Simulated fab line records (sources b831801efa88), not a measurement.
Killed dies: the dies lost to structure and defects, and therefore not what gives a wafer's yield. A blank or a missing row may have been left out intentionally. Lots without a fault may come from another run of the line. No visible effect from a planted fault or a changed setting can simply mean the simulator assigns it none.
Matching of chambers ; flow gf180mcu ; cmp-01 running GF_V1_CMP_04: 4 sister chambers
The step polishes SiO2. 4 wafers are shown with their chamber, then 7 later ones without.

WAFERS, EACH WITH ITS CHAMBER
wafer;chamber;motor-current-A (A)
L555.2;2;12.3
L555.5;0;13.6
L557.2;1;10.9
L557.3;3;13.1

WAFERS WHOSE CHAMBER IS MISSING
wafer;motor-current-A (A)
L557.5;11.2
L558.2;14.0
L558.3;13.6
L558.6;13.5
L560.2;13.3
L560.3;11.3
L560.6;10.9

WHICH CHAMBER EACH WENT THROUGH
wafer;from the rows above;in truth
L557.5;1;1
L558.2;can't be placed: 0 or 3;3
L558.3;can't be placed: 0 or 3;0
L558.6;can't be placed: 0 or 3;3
L560.2;can't be placed: 3 or 0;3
L560.3;1;1
L560.6;1;1
Correct placement for 3 of the 7. Not placeable from these rows: 4 (in 4, the candidates include the true chamber). 0 placed wrongly.
How it was worked out, from the rows above alone: a wafer's distance from a chamber is the root of the sum, over the readings, of the square of ((its reading less the chamber's mean) divided by the reading's scatter). If the next closest chamber is less than 2 further off than the closest, the wafer can't be placed; otherwise it belongs to the closest. Each chamber's mean is taken over the wafers shown for it. The scatter (one wafer shown for each chamber): square how far every hidden wafer sits from the nearest shown wafer, average those squares and take the square root.
